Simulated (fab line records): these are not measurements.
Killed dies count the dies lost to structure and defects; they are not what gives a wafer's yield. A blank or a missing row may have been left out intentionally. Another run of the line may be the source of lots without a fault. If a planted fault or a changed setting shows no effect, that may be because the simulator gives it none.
A lot that was struck, set against a sound lot ; flow sky130 ; 18 steps out of a route of 708
Sound: the wafers L172.1, L172.2, L172.4. Struck: wafers L171.1, L171.2, L171.5. The cause is named last.
For every step that has rows: the tool of each side, followed by ch and its chambers, followed by its first start. Under that, the readings that differ: sound wafers ; struck wafers ; difference of the means ; sigmas: that difference in standard deviations of wafers without a fault.
alike: a reading whose means differ by less than 2 such deviations, as well as words and numbers matching on both sides. not compared: withheld readings; readings where some wafer has no value; bounds like >300 that might hide an equal value; numbers whose values overlap and for which the record gives no deviation.
A row with sigmas, a row that says differs or no value, or rows on one side alone: a step with any of these is where the two part. Numbers that don't overlap but have no deviation are shown without sigmas and don't part them. A reading that every wafer of one side lacks parts them only if that side has two wafers or more.

first, 4 steps without rows for these wafers: SKY_VT_ADJUST_LVTN_SOFTBAKE_03; SKY_VT_ADJUST_LVTN_EXPOSE_04 (exposes mask NWM COMPLEMENT LESS NATIVE, target cd 840 nm); SKY_VT_ADJUST_LVTN_PEB_05; SKY_VT_ADJUST_LVTN_DEVELOP_06 (develop time 60 s).
SKY_VT_ADJUST_LVTN_OVL_MEAS_07:
  struck on overlay-01, day 10 00:02; sound on overlay-01, day 10 04:58
  alike: VT_ADJUST_LVTN_OVL
after that, 1 step had no rows for these wafers: SKY_VT_ADJUST_LVTN_IMPLANT_08.
SKY_VT_ADJUST_LVTN_STRIP_09: strips in O2/N2.
  sound on plasmaAsher-01 ch 0,1, day 10 05:09; struck on plasmaAsher-02 ch 0,1, day 10 00:13
  alike: drypumpMotorCurrentA, n2FlowSccm, oesProductAu, stripTimeToEndpointS
  not compared: rfHoursCounterH
SKY_VT_ADJUST_LVTN_TW_MEAS_10:
  struck on filmMetro-04, day 10 00:19; sound on filmMetro-03, day 10 05:15
reading;sound;struck;difference;sigmas
VT_ADJUST_LVTN_TW;239 240 239;246 246 246;+7;+2
then, 4 steps without rows for these wafers: SKY_VT_ADJUST_LVTN_DEHYDRATE_11 (time 60 s); SKY_VT_ADJUST_LVTN_HMDS_12 (prime time 60 s); SKY_VT_ADJUST_LVTN_COAT_13 (resist thk 1140 nm); SKY_VT_ADJUST_LVTN_SOFTBAKE_14 (time 60 s).
SKY_VT_ADJUST_LVTN_EXPOSE_15: exposes mask HVN STD DERIVED, target cd 600 nm.
  sound on ilineStepper-01 ch 0, day 10 16:50; struck on ilineStepper-02 ch 0, day 10 12:16
reading;sound;struck;difference;sigmas
model.VT_ADJUST_LVTN.overlayXNm (nm);-0.2434 -0.2434 -0.2434;273.5 273.5 273.5;+273.7;
  alike: mask
then, 2 steps without rows for these wafers: SKY_VT_ADJUST_LVTN_PEB_16; SKY_VT_ADJUST_LVTN_DEVELOP_17 (develop time 60 s).
SKY_VT_ADJUST_LVTN_OVL_MEAS_18:
  struck on overlay-01, day 10 23:05; sound on overlay-02, day 11 04:02
reading;sound;struck;difference;sigmas
VT_ADJUST_LVTN_01_OVL (nm);-0.5 0.0 0.1;270.8 271.0 269.7;+270.6;+99 or more
after that, 1 step had no rows for these wafers: SKY_VT_ADJUST_LVTN_IMPLANT_19.
-- here the record skips 38 days between the struck wafers' starts before and after, leaving off in module VT_ADJUST_LVTN and picking up in module PAD_OPEN (first step shown: number 708 of the route) --
SKY_PAD_OPEN_PROBE_99:
  struck on prober-01, day 48 19:28; sound on prober-02, day 49 01:55
reading;sound;struck;difference;sigmas
killedDies;95 77 112;77 75 68;-21;-2
killedShort;43 38 57;34 32 30;-14;-2
model.etest.nfet_05v0_nvt.offLog10AUm;-11.03 -10.91 -10.88;-11.26 -11.21 -11.34;-0.33;
model.etest.nfetG5v0d10v5.vtSatV (V);0.7584 0.752 0.743;0.7168 0.7217 0.7201;-0.0316;
model.etest.nfetG5v0d10v5.vtV (V);0.8162 0.8115 0.8014;0.7897 0.7917 0.7913;-0.0188;
model.etest.nfet_05v0_nvt.vtSatV (V);0.2868 0.285 0.2821;0.3122 0.3089 0.3085;+0.0252;
model.etest.nfet_05v0_nvt.vtV (V);0.31 0.3123 0.3062;0.3375 0.3337 0.336;+0.0262;
  alike: killed_at_M0_to_M3, killed_at_M4_up, killedAtContacts, killedAtFrontEnd, killedAtOther, killedOpen
  not compared: model.etest.nfet_16v.driveUaUm, model.etest.nfet_16v.vtV

== WHERE THEY PART ==
Earliest at SKY_VT_ADJUST_LVTN_TW_MEAS_10; latest, in this record, at SKY_PAD_OPEN_PROBE_99.

WHY: whatever the simulator had introduced
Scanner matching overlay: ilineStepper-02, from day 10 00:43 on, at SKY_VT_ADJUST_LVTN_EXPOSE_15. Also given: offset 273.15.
